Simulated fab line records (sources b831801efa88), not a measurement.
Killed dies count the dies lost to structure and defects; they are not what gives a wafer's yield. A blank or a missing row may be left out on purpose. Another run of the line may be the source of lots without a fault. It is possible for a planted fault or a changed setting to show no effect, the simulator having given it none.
fab line records    flow sky130
record: lots: 11  wafers: 33  last-day: 50
route steps=708 shown FIELD_ISO@15 VT_ADJUST_LVTN@115 SONOS_TUNNEL@162 GATE_OXIDE@188
lots that met no fault: taken from a fault-free run of the same line
start-h: start of the lot's first displayed wafer, in hours after the record's first day    wait-h: hours from the lot's prior step to this one    " unchanged from the row above    L1.1+2: a row that stands for several wafers    - either no value or no given start    * or withheld: withheld    < > ~ a bound
route shown NAME@n: a module of which the file shows steps, and the number in the route of the first    usual: mean/standard deviation of fault-free wafers    same: alike in all rows    chamber/n: place in a boat    sites: readings site by site    _std_site: the standard deviation of these    _edge_site: outer sites' mean less inner sites'    radius-mm: for every site, how far away it sits from the centre of the wafer    mask NAME#n: copy n    behind: the most recent tool/chamber to have shaped the wafer    hold: reason for holding the lot/hours on hold/outcome of the hold    device: which transistor (n, p or np) failed to switch    end of line: the route-end tests of the same wafers    step lacking rows: just its recipe    killed: count of dies lost to structure and defects at first sort (not the wafer's yield)    map: the dies of a wafer, with x for killed, . for not killed, _ for no die there
set.NAME: setting as actually run; set.NAME@STEP: the setting as run at that earlier step    model.NAME: the simulator's own value behind a step, which no gauge read
steps of the route over a sample of lots; a table a step, a row a wafer
services: the hour from which a tool's chamber was out of use, counted from the record's first day as start-h (under 0 if before that day), plus the number of hours and why
== steps ==
step: SKY_FIELD_ISO_ETCH_14
recipe: chemistry: N2/H2  target: BARC  ion-energy-ev: 200  source-w: 500  bias-w: 100  pressure-mtorr: 30  n2-flow-sccm: 100  h2-flow-sccm: 200  stop-on: SiO2  time-s: 45.9  target-depth-a: 600
usual: drypump-motor-current-A: 5.6/0.48  oes-product-au: 0.856/0.0046  throttle-valve-pct: 13.225/0.0089
lot.wafer  tool         chamber  start-h  wait-h  drypump-motor-current-A  oes-product-au  rf-hours-counter-h  throttle-valve-pct
L502.1     rie-diel-03  2        32.58    0.1     5.7                      0.856           53                  13.226
L502.3     "            3        "        "       5.5                      0.855           91                  13.235
L502.5     "            1        "        "       6.0                      0.855           -                   13.229
L504.2     rie-diel-03  0        45.33    0.1     5.3                      0.861           4                   13.230
L504.5     "            2        "        "       5.7                      0.864           -                   13.216
L504.6     "            3        "        "       5.5                      0.859           -                   13.216
L505.1     rie-diel-02  2        45.99    0.1     5.8                      0.860           0                   13.239
L505.4     "            1        "        "       6.5                      0.865           164                 13.231
L505.5     "            1        "        "       6.4                      0.860           -                   13.218
L506.1     rie-diel-04  2        50.23    0.1     5.7                      0.855           101                 13.209
L506.2     "            1        "        "       5.7                      0.857           55                  13.236
L506.3     "            3        "        "       5.3                      0.853           38                  13.223
L508.2     rie-diel-02  3        60.83    0.1     4.8                      0.862           2                   13.229
L508.3     "            1        "        "       6.5                      0.852           165                 13.232
L508.5     "            0        "        "       5.0                      0.853           -                   13.228
L514.3     rie-diel-03  1        91.73    0.1     6.0                      0.855           65                  13.217
L514.5     "            1        "        "       6.0                      0.861           -                   13.248
L514.6     "            3        "        "       5.5                      0.865           -                   13.240
L516.2     rie-diel-03  0        100.79   0.1     5.4                      0.846           5                   13.230
L516.3     "            2        "        "       5.7                      0.852           54                  13.232
L516.6     "            1        "        "       6.0                      0.851           -                   13.220
L517.2     rie-diel-02  2        108.23   0.1     5.9                      0.868           1                   13.218
L517.4     "            1        "        "       6.5                      0.855           -                   13.227
L517.5     "            2        "        "       5.9                      0.864           -                   13.215
L523.1     rie-diel-04  3        137.52   0.1     5.3                      0.859           40                  13.208
L523.2     "            0        "        "       5.9                      0.854           85                  13.231
L523.3     "            1        "        "       5.7                      0.865           57                  13.229
L524.3     rie-diel-02  3        146.18   0.1     4.8                      0.855           4                   13.230
L524.5     "            0        "        "       4.9                      0.856           -                   13.218
L524.6     "            3        "        "       4.9                      0.858           -                   13.218
L525.2     rie-diel-04  3        148.57   0.1     5.3                      0.858           40                  13.219
L525.3     "            0        "        "       5.9                      0.851           85                  13.232
L525.6     "            3        "        "       5.3                      0.855           -                   13.231
step: SKY_VT_ADJUST_LVTN_OVL_MEAS_18
usual: VT_ADJUST_LVTN_01_OVL: -0.6/1.6
lot.wafer  tool        chamber  start-h  wait-h  VT_ADJUST_LVTN_01_OVL[nm]
L502.1     overlay-02  -        163.89   0.1     -1.6
L502.3     "           -        "        "       0.3
L502.5     "           -        "        "       -0.7
L504.2     overlay-02  -        178.22   0.1     -2.5
L504.5     "           -        "        "       -1.2
L504.6     "           -        "        "       -3.1
L505.1     overlay-01  -        179.81   0.1     -1.5
L505.4     "           -        "        "       -0.5
L505.5     "           -        "        "       -1.7
L506.1     overlay-01  -        191.40   0.1     -0.2
L506.2     "           -        "        "       -0.2
L506.3     "           -        "        "       -3.8
L508.2     overlay-02  -        198.07   0.1     -2.3
L508.3     "           -        "        "       -2.0
L508.5     "           -        "        "       -2.3
L514.3     overlay-01  -        241.87   0.1     0.5
L514.5     "           -        "        "       0.7
L514.6     "           -        "        "       1.9
L516.2     overlay-02  -        252.66   0.1     -2.2
L516.3     "           -        "        "       -3.2
L516.6     "           -        "        "       -2.8
L517.2     overlay-02  -        259.42   0.1     -1.4
L517.4     "           -        "        "       -1.2
L517.5     "           -        "        "       0.1
L523.1     overlay-01  -        316.36   0.1     2.4
L523.2     "           -        "        "       1.9
L523.3     "           -        "        "       3.6
L525.2     overlay-01  -        329.06   0.1     0.9
L525.3     "           -        "        "       2.4
L525.6     "           -        "        "       1.1
L524.3     overlay-02  -        330.12   0.1     -2.3
L524.5     "           -        "        "       -0.9
L524.6     "           -        "        "       -2.5
step: SKY_SONOS_TUNNEL_OVL_MEAS_08
usual: SONOS_TUNNEL_OVL: -1.0/1.4
lot.wafer  tool        chamber  start-h  wait-h  SONOS_TUNNEL_OVL[nm]
L502.1     overlay-02  -        250.31   0.1     -1.3
L502.3     "           -        "        "       -2.1
L502.5     "           -        "        "       -3.3
L504.2     overlay-01  -        267.16   0.1     1.1
L504.5     "           -        "        "       -0.3
L504.6     "           -        "        "       2.1
L505.1     overlay-02  -        268.02   0.1     -0.6
L505.4     "           -        "        "       -0.4
L505.5     "           -        "        "       -0.6
L506.1     overlay-02  -        282.31   0.1     -1.8
L506.2     "           -        "        "       -2.8
L506.3     "           -        "        "       -2.9
L508.2     overlay-01  -        291.47   0.1     1.2
L508.3     "           -        "        "       -1.2
L508.5     "           -        "        "       0.9
L514.3     overlay-01  -        344.23   0.1     -1.7
L514.5     "           -        "        "       -1.6
L514.6     "           -        "        "       -3.0
L516.2     overlay-02  -        356.96   0.1     -1.1
L516.3     "           -        "        "       -3.5
L516.6     "           -        "        "       -1.6
L517.2     overlay-02  -        363.22   0.1     -3.0
L517.4     "           -        "        "       -2.1
L517.5     "           -        "        "       -2.1
L523.1     overlay-01  -        431.01   0.1     -1.5
L523.2     "           -        "        "       -0.8
L523.3     "           -        "        "       -1.7
L525.2     overlay-01  -        444.98   0.1     -1.5
L525.3     "           -        "        "       -1.2
L525.6     "           -        "        "       -1.8
L524.3     overlay-02  -        446.08   0.1     -1.5
L524.5     "           -        "        "       -1.3
L524.6     "           -        "        "       -1.7
step: SKY_GATE_OXIDE_OXIDATION_01
recipe: temp-c: 900  ambient: O2  stabilise-s: 600  purge-s: 300  target-thk-a: 102.68  ox-time-s: 1473
usual: spike-tc-bottom-C: 920.3/1.1  spike-tc-centre-C: 900.0/1.3  spike-tc-lower-C: 900.1/1.2  spike-tc-top-C: 907.3/1.1  spike-tc-upper-C: 899.9/1.3  tube-center-temp-C: 900/0.072  tube_center_temp_C_max: 902.3/0.39  zone-power-bottom-pct: 28.4/2.5  zone-power-upper-pct: 16.6/0.75
lot.wafer  tool        chamber  start-h  wait-h  spike-tc-bottom-C  spike-tc-centre-C  spike-tc-lower-C  spike-tc-top-C  spike-tc-upper-C  tube-center-temp-C  tube_center_temp_C_max  zone-power-bottom-pct  zone-power-upper-pct
L502.1     furnace-02  0        282.71   0.6     921.1              899.8              902.2             906.9           899.5             900.03              902.6                   24.6                   17.7
L502.3     "           0        "        "       921.1              899.5              901.4             907.2           898.9             899.93              902.7                   24.9                   17.2
L502.5     "           0        "        "       921.5              898.4              900.0             906.8           899.3             899.89              902.7                   25.1                   17.6
L504.2     furnace-01  0        299.66   2.7     920.6              900.7              900.6             905.5           901.3             900.12              902.3                   30.1                   16.0
L504.5     "           0        "        "       919.0              900.8              900.3             907.6           901.7             899.99              903.3                   30.1                   16.0
L504.6     "           0        "        "       920.5              902.3              899.6             909.4           898.5             900                 902.1                   30.2                   15.9
L505.1     furnace-01  0        299.66   1.6     920.0              900.7              900.3             908.4           899.7             899.92              902.7                   30.1                   15.9
L505.4     "           0        "        "       921.0              900.1              899.2             909.2           901.5             900.02              902.6                   30.5                   16.2
L505.5     "           0        "        "       921.0              901.0              900.6             904.8           902.4             899.91              902.5                   30.2                   16.1
L506.1     furnace-02  0        313.61   0.4     921.6              898.3              901.6             907.5           900.0             899.99              902.5                   24.7                   17.4
L506.2     "           0        "        "       920.0              898.2              901.5             908.9           897.4             899.95              901.8                   25.2                   17.7
L506.3     "           0        "        "       921.8              899.2              901.3             906.3           899.3             899.97              902.2                   25.0                   17.7
L508.2     furnace-01  0        323.62   0.4     920.0              900.3              900.7             907.1           899.8             900.05              902.1                   29.7                   16.0
L508.3     "           0        "        "       919.5              900.4              899.3             905.9           901.7             899.83              901.9                   30.6                   16.2
L508.5     "           0        "        "       920.1              899.9              898.6             906.7           899.3             900.01              902.4                   30.9                   16.0
L514.3     furnace-01  0        377.88   0.5     915.6              895.2              893.9             901.2           895.3             893.96              896.7                   29.5                   15.6
L514.5     "           0        "        "       914.7              894.6              894.2             901.7           894.6             893.99              896.2                   29.6                   15.8
L514.6     "           0        "        "       913.3              894.5              894.4             900.0           895.1             893.96              895.8                   29.6                   15.8
L516.2     furnace-01  0        393.16   1.5     913.7              894.2              892.4             900.8           893.3             893.92              896.8                   30.1                   15.9
L516.3     "           0        "        "       913.4              895.5              891.4             900.8           895.1             893.82              895.7                   30.1                   15.9
L516.6     "           0        "        "       914.7              893.4              893.8             900.1           895.0             894.04              895.9                   29.8                   15.7
L517.2     furnace-02  0        399.70   2.4     920.2              897.6              900.6             906.6           897.7             900.02              902.4                   24.8                   17.5
L517.4     "           0        "        "       920.6              899.0              900.1             907.9           899.7             899.93              901.8                   24.7                   17.9
L517.5     "           0        "        "       920.7              899.8              901.6             908.9           899.8             899.95              901.8                   24.8                   17.8
L523.1     furnace-02  0        469.96   0.4     920.8              899.3              901.2             907.3           899.4             900.03              902.5                   25.0                   17.7
L523.2     "           0        "        "       922.0              896.5              900.4             907.8           898.7             899.85              903.1                   25.2                   17.7
L523.3     "           0        "        "       919.1              899.3              900.5             906.7           898.1             899.88              902.3                   25.1                   17.8
L525.2     furnace-01  0        481.14   0.5     921.0              901.4              899.6             908.6           900.9             899.92              902.3                   30.7                   15.9
L525.3     "           0        "        "       920.1              901.9              898.9             907.5           900.4             899.96              902.0                   30.4                   15.9
L525.6     "           0        "        "       919.5              900.7              900.2             908.0           898.1             899.88              902.0                   30.5                   16.1
L524.3     furnace-01  0        482.90   0.0     919.5              899.7              899.1             907.4           901.7             900.06              902.5                   29.8                   16.0
L524.5     "           0        "        "       921.7              901.2              898.3             907.7           899.3             899.99              902.3                   30.2                   15.9
L524.6     "           0        "        "       919.8              901.3              900.7             906.7           898.8             899.92              902.4                   29.7                   16.1
step: SKY_GATE_OXIDE_THK_MEAS_02
recipe: reads: SiO2_of_GATE_OXIDE_OXIDATION_01
usual: GATE_OXIDE_OXIDATION_00_THK: 10.31/0.18
lot.wafer  tool           chamber  start-h  wait-h  GATE_OXIDE_OXIDATION_00_THK[nm]
L502.1     film-metro-02  -        284.12   0.0     10.37
L502.3     "              -        "        "       10.27
L502.5     "              -        "        "       10.26
L505.1     film-metro-01  -        301.07   0.0     10.34
L505.4     "              -        "        "       10.15
L505.5     "              -        "        "       10.09
L504.2     film-metro-04  -        301.08   0.0     10.42
L504.5     "              -        "        "       10.39
L504.6     "              -        "        "       10.52
L506.1     film-metro-01  -        315.02   0.0     10.30
L506.2     "              -        "        "       10.34
L506.3     "              -        "        "       10.13
L508.2     film-metro-01  -        325.04   0.0     10.44
L508.3     "              -        "        "       10.33
L508.5     "              -        "        "       10.41
L514.3     film-metro-01  -        379.31   0.0     9.64
L514.5     "              -        "        "       9.56
L514.6     "              -        "        "       9.68
L516.2     film-metro-04  -        394.58   0.0     9.37
L516.3     "              -        "        "       9.54
L516.6     "              -        "        "       9.43
L517.2     film-metro-04  -        401.12   0.0     10.30
L517.4     "              -        "        "       10.14
L517.5     "              -        "        "       10.35
L523.1     film-metro-02  -        471.37   0.0     10.75
L523.2     "              -        "        "       10.55
L523.3     "              -        "        "       10.57
L525.2     film-metro-01  -        482.56   0.0     10.46
L525.3     "              -        "        "       10.47
L525.6     "              -        "        "       10.38
L524.3     film-metro-04  -        484.33   0.0     10.36
L524.5     "              -        "        "       10.49
L524.6     "              -        "        "       10.52
== services ==
tool         chamber  start-h  hours  kind
rie-diel-03  0        19.62    10.6   repair
furnace-02   -        40.43    4.4    pm
rie-diel-02  2        75.84    26.5   repair
furnace-02   -        84.40    4.4    pm
rie-diel-02  1        85.87    7.2    repair
rie-diel-03  2        91.33    8.7    repair
rie-diel-02  0        94.74    20.7   repair
furnace-01   -        133.37   44.0   repair
rie-diel-02  -        164.63   2.5    repair
rie-diel-02  2        166.57   5.6    repair
furnace-01   -        177.38   3.2    pm
rie-diel-03  3        182.13   1.6    repair
furnace-02   -        185.84   15.9   pm
rie-diel-03  3        187.37   1.3    repair
rie-diel-03  1        190.60   25.1   repair
rie-diel-02  2        208.93   5.2    repair
rie-diel-02  1        216.19   2.5    repair
furnace-01   -        228.61   3.3    pm
rie-diel-02  3        246.86   11.1   repair
furnace-02   -        252.88   3.2    pm
furnace-02   -        256.01   4.6    repair
rie-diel-02  3        265.19   7.6    repair
furnace-01   -        331.00   3.2    pm
furnace-01   -        394.68   12.9   repair
== key ==
first-sign: step: SKY_GATE_OXIDE_OXIDATION_01  reading: tube-center-temp-C  direction: down  sigmas: 67  usual: *  struck: *
effect: step: SKY_GATE_OXIDE_OXIDATION_01  reading: tube_center_temp_C_max  direction: down  sigmas: 16  usual: *  struck: *
effect: step: SKY_GATE_OXIDE_THK_MEAS_02  reading: GATE_OXIDE_OXIDATION_00_THK  direction: down  sigmas: 4.2  usual: 10.31  struck: 9.54
met-at SKY_GATE_OXIDE_OXIDATION_01
struck-lots L514,L516
tester-left-out L514,L516
not-acting-at SKY_FIELD_ISO_ETCH_14,SKY_VT_ADJUST_LVTN_OVL_MEAS_18,SKY_SONOS_TUNNEL_OVL_MEAS_08
onset-between 323.62 377.88
fault: kind: process-parameter-drift  tool: furnace-01  chamber: -  onset-h: 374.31  steps: SKY_GATE_OXIDE_OXIDATION_01  channel: temp-c  offset: *  shape: step  end-h: 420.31  acts-in: *  stated: *
tester-left-out: of these lots the tester's yield and bins aren't shown, on N5 and GAA mostly nor the transistor test; their killed dies are dies lost to structure and defects alone, not to doping, threshold or leakage, so they don't give the yield
